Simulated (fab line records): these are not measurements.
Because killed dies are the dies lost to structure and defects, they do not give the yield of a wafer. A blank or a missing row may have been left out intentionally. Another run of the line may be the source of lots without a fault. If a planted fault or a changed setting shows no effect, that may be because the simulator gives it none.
Chamber matching	flow gf180mcu	pecvd-02 running GF_V3_CVD_02: 3 sister chambers
The step deposits SiO2 from TEOS, target thk 850 nm, time 94.851 s. 6 wafers are shown with their chamber, then 10 later ones without.

## WAFERS, EACH WITH ITS CHAMBER
wafer	chamber	heater-power-w (W)
L309.5	2	528
L318.1	2	521
L318.2	0	674
L318.4	1	656
L319.1	0	621
L319.2	1	694

## WAFERS WITH NO CHAMBER GIVEN
wafer	heater-power-w (W)
L319.5	663
L320.1	576
L320.4	605
L320.6	617
L321.2	586
L321.4	604
L321.6	703
L323.2	568
L323.3	530
L323.6	570

## WHICH CHAMBER EACH WENT THROUGH
wafer	from the rows above	in truth
L319.5	can't be placed: 1 or 0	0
L320.1	can't be placed: 2 or 0 or 1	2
L320.4	can't be placed: 0 or 1 or 2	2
L320.6	can't be placed: 0 or 1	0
L321.2	can't be placed: 0 or 2 or 1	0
L321.4	can't be placed: 0 or 1 or 2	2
L321.6	can't be placed: 1 or 0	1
L323.2	can't be placed: 2 or 0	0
L323.3	2	2
L323.6	can't be placed: 2 or 0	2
1 of 10 placed correctly. Can't be placed from these rows: 9 (the true chamber is among the candidates in 9). Number placed wrongly: 0.
How it was worked out, from the rows above alone: a wafer's distance from a chamber is the root of the sum, over the readings, of the square of ((its reading less the chamber's mean) divided by the reading's scatter). The wafer belongs to the nearest chamber; if the next one is less than 2 further off, it can't be placed. The mean given for a chamber averages the wafers shown for that chamber. The scatter: the root of (the sum of the squares of (reading less its chamber's mean) over the shown wafers, divided by (wafers less chambers)).
